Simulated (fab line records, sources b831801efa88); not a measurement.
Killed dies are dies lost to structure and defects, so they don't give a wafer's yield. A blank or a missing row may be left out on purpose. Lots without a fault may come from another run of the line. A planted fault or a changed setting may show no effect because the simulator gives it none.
A struck lot beside a sound one | flow sky130 | 17 steps out of a route of 708
Sound: wafers L122.1, L122.5, L122.6. Struck: wafer L127.5. (L127.1, L127.4 of the same lot were not struck and are left out.) The cause comes at the end.
At each step with rows: each side's tool, then ch and its chambers, then its first start. Under that, the readings that differ: sound wafers | struck wafers | difference of the means | sigmas: that difference in standard deviations of wafers without a fault.
alike: readings whose means differ by less than 2 such deviations, and words and numbers that are the same on both sides. not compared: withheld readings, readings that some wafer has no value for, bounds like >300 that may hide the same value, and numbers for which the record gives no deviation and whose values overlap.
The two part at a step that has a row with sigmas, a row that says differs or no value, or rows on one side only. Numbers that don't overlap but have no deviation are shown without sigmas and don't part them. A reading that every wafer of one side lacks parts them only if that side has two wafers or more.

first, 3 steps without rows for these wafers: SKY_LI_CONTACT_EXPOSE_09 (exposes mask LICM1, target cd 170 nm); SKY_LI_CONTACT_PEB_10; SKY_LI_CONTACT_DEVELOP_11 (develop time 60 s).
SKY_LI_CONTACT_CD_MEAS_12: target cd 170 nm.
  sound on cd_sem-02, day 32 23:04; struck on cd_sem-02, day 34 15:58
  alike: cd_nm
SKY_LI_CONTACT_OVL_MEAS_13:
  sound on overlay-01, day 32 23:11; struck on overlay-02, day 34 16:05
  alike: LI_CONTACT_OVL
SKY_LI_CONTACT_ETCH_14: etches BARC in N2/H2, stops on SiO2, time 45.9 s, target depth 60 nm.
  sound on rie_diel-02 ch 1,2,3, day 32 23:13; struck on rie_diel-04 ch 0, day 34 16:07
  alike: drypump_motor_current_A, oes_product_au, throttle_valve_pct
  not compared: rf_hours_counter_h
SKY_LI_CONTACT_ETCH_15: etches PSG in C4F8/O2/Ar, stops on Si, target depth 600 nm.
  sound on rie_diel-02 ch 1,2,3, day 32 23:16; struck on rie_diel-04 ch 0, day 34 16:10
  alike: oes_product_au
SKY_LI_CONTACT_STRIP_16: strips in O2/N2.
  sound on plasma_asher-04 ch 0,1, day 32 23:21; struck on plasma_asher-04 ch 0, day 34 16:15
  alike: drypump_motor_current_A, oes_product_au, strip_time_to_endpoint_s
  not compared: rf_hours_counter_h
then, 2 steps without rows for these wafers: SKY_LI_CONTACT_CLEAN_17 (cleans in NMP, time 600 s); SKY_LI_CONTACT_PRE_CLEAN_18 (time 5.6 s).
SKY_LI_CONTACT_SPUTTER_19: material Ti, target thk 20 nm, time 106.37 s.
  sound on pvd_sputter-04, day 32 23:38; struck on pvd_sputter-02, day 34 16:32
  alike: throttle_valve_pct
then, 1 step without rows for these wafers: SKY_LI_CONTACT_SPUTTER_20 (material TiN, target thk 20 nm, time 80 s).
SKY_LI_CONTACT_CVD_21: deposits W, target thk 400 nm, time 120.56 s.
  sound on cvd_w-01 ch 0,1, day 32 23:47; struck on cvd_w-01 ch 1, day 34 16:41
  reading                                  | sound             | struck | difference | sigmas
  model.W_of_LI_CONTACT_CVD_21.thk_nm (nm) | 403.9 406.2 400.9 | 425.3  | +21.6      |
  alike: heater_power_w
  not compared: since_wet_clean_h
SKY_LI_CONTACT_RS_MEAS_22: measures by four-point-probe.
  sound on film_metro-02, day 32 23:54; struck on film_metro-04, day 34 17:05
  reading                  | sound             | struck | difference | sigmas
  LI_CONTACT_W_RS (ohm/sq) | 0.282 0.281 0.284 | 0.268  | -0.014     | -4
  not compared: hold
SKY_LI_CONTACT_THK_MEAS_23: measures by xrf.
  sound on film_metro-02, day 33 00:01; struck on film_metro-04, day 34 23:28
  reading               | sound       | struck | difference | sigmas
  LI_CONTACT_W_THK (nm) | 391 392 389 | 409    | +18        | +3
  not compared: hold
SKY_LI_CONTACT_CMP_24: polishes, stops on PSG, t overpolish 20 s, target thk 0 nm.
  sound on cmp-01 ch 0,1, day 33 00:05; struck on cmp-01 ch 1, day 35 14:25
  reading | sound | struck                   | difference                   | sigmas
  hold    | - - - | await_dispo/7.2h/release | no value on the sound wafers |
  alike: motor_current_A, platen_rpm
then, 1 step without rows for these wafers: SKY_PAD_OPEN_PROBE_99.

WHERE THEY PART
First at SKY_LI_CONTACT_RS_MEAS_22; last, within this record, at SKY_LI_CONTACT_CMP_24.

WHY: what the simulator had put in
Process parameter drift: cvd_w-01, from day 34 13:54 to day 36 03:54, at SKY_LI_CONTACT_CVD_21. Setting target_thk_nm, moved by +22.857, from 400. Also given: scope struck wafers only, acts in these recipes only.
